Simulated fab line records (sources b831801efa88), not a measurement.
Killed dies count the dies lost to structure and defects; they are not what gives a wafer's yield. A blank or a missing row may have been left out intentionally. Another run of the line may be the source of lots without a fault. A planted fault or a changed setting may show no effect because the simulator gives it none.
Which tool did it? | flow sky130 | 11 lots with 33 wafers sampled at 5 steps, on a route of 708 steps

WHAT EACH GAUGE READ, for each wafer
SKY_RES_PROTECT_TW_MEAS_08.
lot  | measured     | on            | POLY_GATE_TW
L507 | day 15 08:12 | film metro-04 | 4019 4045 4044
L512 | day 17 06:36 | film metro-03 | 4021 4046 4042
L515 | day 18 01:25 | film metro-03 | 3971 3998 3999
L518 | day 19 08:36 | film metro-03 | 30 30 30
L523 | day 21 03:21 | film metro-04 | 4063 4090 4062
L524 | day 21 10:58 | film metro-04 | 4074 4051 4060
L526 | day 22 02:59 | film metro-03 | 3996 4016 4004
L527 | day 22 16:51 | film metro-04 | 4036 4094 4063
L528 | day 22 14:04 | film metro-04 | 4052 4088 4053
L529 | day 23 06:33 | film metro-04 | 4072 4069 4054
L530 | day 23 12:46 | film metro-01 | 4076 4051 4075

SKY_LDD_N_OVL_MEAS_07.
lot  | measured     | on         | LDD_N_OVL (nm)
L507 | day 17 20:37 | overlay-01 | 0.5 -0.3 1.5
L512 | day 20 01:56 | overlay-02 | 0.1 0.6 -0.5
L515 | day 20 20:05 | overlay-02 | 1.1 1.2 0.0
L518 | day 22 01:26 | overlay-01 | 0.9 -0.3 -0.4
L523 | day 23 19:20 | overlay-02 | -2.1 -1.0 -1.9
L524 | day 24 02:28 | overlay-01 | 1.6 2.0 4.0
L526 | day 24 18:08 | overlay-01 | 0.1 -1.3 -0.8
L527 | day 25 10:34 | overlay-02 | 0.9 0.4 -0.2
L528 | day 25 05:49 | overlay-01 | 4.3 2.5 1.9
L529 | day 25 22:20 | overlay-02 | -0.4 1.3 1.0
L530 | day 26 03:19 | overlay-02 | -0.9 -1.0 -1.5

TOOL THAT RAN EACH LOT (tool first, then ch and the chambers of the sampled wafers, then the start)
lot  | SKY_VT_ADJUST_NCORE_STRIP_10         | SKY_RES_PROTECT_EXPOSE_04           | SKY_POLY_GATE_ETCH_15
L507 | plasma asher-04 ch 1, day 8 16:55    | iline stepper-01 ch 0, day 14 18:26 | rie diel-04 ch 1,2,3, day 16 13:24
L512 | plasma asher-02 ch 0,1, day 10 05:55 | iline stepper-02 ch 0, day 16 16:14 | rie diel-02 ch 0,2,3, day 18 14:10
L515 | plasma asher-02 ch 0,1, day 10 22:59 | iline stepper-02 ch 0, day 17 10:29 | rie diel-02 ch 0,1, day 19 12:07
L518 | plasma asher-03 ch 0,1, day 11 20:01 | iline stepper-02 ch 0, day 18 17:07 | rie diel-01 ch 1,2,3, day 20 16:45
L523 | plasma asher-04 ch 0,1, day 13 10:16 | iline stepper-01 ch 0, day 20 12:28 | rie diel-02 ch 0,3, day 22 11:40
L524 | plasma asher-04 ch 0,1, day 13 15:06 | iline stepper-02 ch 0, day 20 19:33 | rie diel-01 ch 1,3, day 22 19:40
L526 | plasma asher-03 ch 0,1, day 14 07:37 | iline stepper-02 ch 0, day 21 11:38 | rie diel-02 ch 0,2,3, day 23 10:52
L527 | plasma asher-02 ch 0, day 14 08:13   | iline stepper-01 ch 0, day 22 01:13 | rie diel-01 ch 0,1, day 24 01:58
L528 | plasma asher-04 ch 0,1, day 14 15:29 | iline stepper-02 ch 0, day 21 22:44 | rie diel-01 ch 1,2,3, day 23 22:03
L529 | plasma asher-02 ch 0,1, day 15 05:49 | iline stepper-01 ch 0, day 22 15:37 | rie diel-04 ch 0,1,2, day 24 14:52
L530 | plasma asher-04 ch 0,1, day 15 11:13 | iline stepper-01 ch 0, day 22 21:11 | rie diel-02 ch 0,1,3, day 24 20:49
- SKY_VT_ADJUST_NCORE_STRIP_10: strips in O2/N2.
- SKY_RES_PROTECT_EXPOSE_04: exposes mask RPM, target cd 1270 nm.
- SKY_POLY_GATE_ETCH_15: etches BARC in N2/H2, stops on SiO2, time 118.5 s, target depth 110 nm.

AS READ BY THE TOOLS THEMSELVES (means over the sampled wafers that have a number; for cases with no such wafer, the mark the record gives instead)
SKY_VT_ADJUST_NCORE_STRIP_10.
lot  | tool            | drypump motor current A (A) | oes product au (a.u.) | strip time to endpoint s (s)
L507 | plasma asher-04 | 6.5                         | 0.717                 | 14.20
L512 | plasma asher-02 | 5.9                         | 0.715                 | 14.24
L515 | plasma asher-02 | 5.9                         | 0.717                 | 14.14
L518 | plasma asher-03 | 6.4                         | 0.710                 | 14.19
L523 | plasma asher-04 | 5.6                         | 0.719                 | 14.20
L524 | plasma asher-04 | 6.0                         | 0.717                 | 14.23
L526 | plasma asher-03 | 6.3                         | 0.710                 | 14.20
L527 | plasma asher-02 | 5.9                         | 0.712                 | 14.16
L528 | plasma asher-04 | 5.6                         | 0.720                 | 14.13
L529 | plasma asher-02 | 5.9                         | 0.714                 | 14.17
L530 | plasma asher-04 | 5.6                         | 0.721                 | 14.22

SKY_RES_PROTECT_EXPOSE_04.
lot  | tool             | exposure dose mJ cm2
L507 | iline stepper-01 | 131.01
L512 | iline stepper-02 | 131.05
L515 | iline stepper-02 | 130.90
L518 | iline stepper-02 | 131.18
L523 | iline stepper-01 | 131.14
L524 | iline stepper-02 | 131.10
L526 | iline stepper-02 | 130.90
L527 | iline stepper-01 | 131.19
L528 | iline stepper-02 | 131.11
L529 | iline stepper-01 | 130.97
L530 | iline stepper-01 | 131.09

SKY_POLY_GATE_ETCH_15.
lot  | tool        | drypump motor current A (A) | h2 flow sccm (sccm) | oes product au (a.u.) | throttle valve pct (%)
L507 | rie diel-04 | 5.7                         | 200.5               | 0.719                 | 13.200
L512 | rie diel-02 | 5.5                         | 199.9               | 0.719                 | 13.208
L515 | rie diel-02 | 6.2                         | 199.8               | 0.719                 | 13.216
L518 | rie diel-01 | 5.7                         | 200.3               | 0.715                 | 13.226
L523 | rie diel-02 | 5.3                         | 199.6               | 0.713                 | 13.221
L524 | rie diel-01 | 5.6                         | 200.1               | 0.721                 | 13.211
L526 | rie diel-02 | 5.4                         | 199.6               | 0.718                 | 13.215
L527 | rie diel-01 | 6.1                         | 200.2               | 0.719                 | 13.209
L528 | rie diel-01 | 5.7                         | 200.4               | 0.718                 | 13.218
L529 | rie diel-04 | 5.8                         | 199.7               | 0.718                 | 13.221
L530 | rie diel-02 | 5.7                         | 200.0               | 0.717                 | 13.209

THE ANSWER, worked out from the rows above alone
Rule: the lots themselves supply what counts as usual. Put in order of their means at a reading, lots are off if they are a third of the lots or fewer, leave a main group of 4 or more, and stand apart from it by a gap of 3 or more times the standard deviation of the main group's means; of several such gaps the widest counts. The tables above print the reading to a certain number of digits; a main group whose means all agree to those digits is not used. A lot without any number at a reading at which 4 lots or more have one is off too. The other lots that the step has rows for count as sound. First the gauges in route order, then the tools' own readings, where a lot's mean is used as printed above. At the first step where some lot is off, the reading lying furthest off is the one used; lots without a number count as furthest.
Off: L518, at SKY_RES_PROTECT_TW_MEAS_08 (POLY_GATE_TW). The main group: mean 4046, standard deviation 27.
A tool fits if, at a process step before that reading, it ran every lot that is off, and no sound lot after the first of them. The gauges at SKY_RES_PROTECT_TW_MEAS_08 are tried like those tools. Not one of the candidates tried fits.

WHAT THE SIMULATOR HAD PUT IN
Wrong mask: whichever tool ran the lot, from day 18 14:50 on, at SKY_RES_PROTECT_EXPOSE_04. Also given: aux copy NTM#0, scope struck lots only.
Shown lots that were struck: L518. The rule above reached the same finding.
